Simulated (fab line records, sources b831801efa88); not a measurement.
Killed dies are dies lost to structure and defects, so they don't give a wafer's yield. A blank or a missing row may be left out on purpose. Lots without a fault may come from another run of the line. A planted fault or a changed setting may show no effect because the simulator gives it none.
A struck lot beside a sound one | flow sky130 | 14 steps out of a route of 708
Sound: wafers L383.1, L383.3, L383.4. Struck: wafers L393.1, L393.4, L393.5. The cause comes at the end.
At each step with rows: each side's tool, then ch and its chambers, then its first start. Under that, the readings that differ: sound wafers | struck wafers | difference of the means | sigmas: that difference in standard deviations of wafers without a fault.
alike: readings whose means differ by less than 2 such deviations, and words and numbers that are the same on both sides. not compared: withheld readings, readings that some wafer has no value for, bounds like >300 that may hide the same value, and numbers for which the record gives no deviation and whose values overlap.
The two part at a step that has a row with sigmas, a row that says differs or no value, or rows on one side only. Numbers that don't overlap but have no deviation are shown without sigmas and don't part them. A reading that every wafer of one side lacks parts them only if that side has two wafers or more.

first, 1 step without rows for these wafers: SKY_VT_ADJUST_NCORE_DEVELOP_06 (develop time 60 s).
SKY_VT_ADJUST_NCORE_CD_MEAS_07: target cd 380 nm.
  sound on cd_sem-02, day 10 15:45; struck on cd_sem-02, day 14 00:14
  alike: cd_nm
SKY_VT_ADJUST_NCORE_OVL_MEAS_08:
  sound on overlay-01, day 10 15:52; struck on overlay-01, day 14 00:22
  alike: VT_ADJUST_NCORE_OVL
then, 1 step without rows for these wafers: SKY_VT_ADJUST_NCORE_IMPLANT_09.
SKY_VT_ADJUST_NCORE_STRIP_10: strips in O2/N2.
  sound on plasma_asher-02 ch 0,1, day 10 16:03; struck on plasma_asher-04 ch 0,1, day 14 00:32
  alike: drypump_motor_current_A, oes_product_au, strip_time_to_endpoint_s
  not compared: rf_hours_counter_h
SKY_VT_ADJUST_NCORE_TW_MEAS_11:
  sound on film_metro-01, day 10 16:09; struck on film_metro-02, day 14 00:38
  alike: VT_ADJUST_NCORE_TW
then, 6 steps without rows for these wafers: SKY_VT_ADJUST_HVTR_DEHYDRATE_00 (time 60 s); SKY_VT_ADJUST_HVTR_HMDS_01 (prime time 60 s); SKY_VT_ADJUST_HVTR_COAT_02 (resist thk 1140 nm); SKY_VT_ADJUST_HVTR_SOFTBAKE_03 (time 60 s); SKY_VT_ADJUST_HVTR_EXPOSE_04 (exposes mask HVTRM, target cd 380 nm); SKY_VT_ADJUST_HVTR_PEB_05.
SKY_VT_ADJUST_HVTR_DEVELOP_06: develop time 60 s.
  sound on litho_track-02 ch 0, day 11 15:39; struck on litho_track-02, day 15 02:15
  no value came back on the struck wafers for chill_plate_temp_C (C), develop_time_s (s); on the sound wafers chill_plate_temp_C (C) reads 23.01 23.11 23.01
SKY_VT_ADJUST_HVTR_CD_MEAS_07: target cd 380 nm.
  sound on cd_sem-02, day 11 15:48; struck on cd_sem-01, day 15 02:24
  reading    | sound             | struck | difference                    | sigmas
  cd_nm (nm) | 379.1 377.6 378.4 | - - -  | no value on the struck wafers |

WHERE THEY PART
First at SKY_VT_ADJUST_HVTR_DEVELOP_06; last, within this record, at SKY_VT_ADJUST_HVTR_CD_MEAS_07.

WHY: what the simulator had put in
Skipped step whole: litho_track-02, from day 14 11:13 on, at SKY_VT_ADJUST_HVTR_DEVELOP_06. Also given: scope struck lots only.
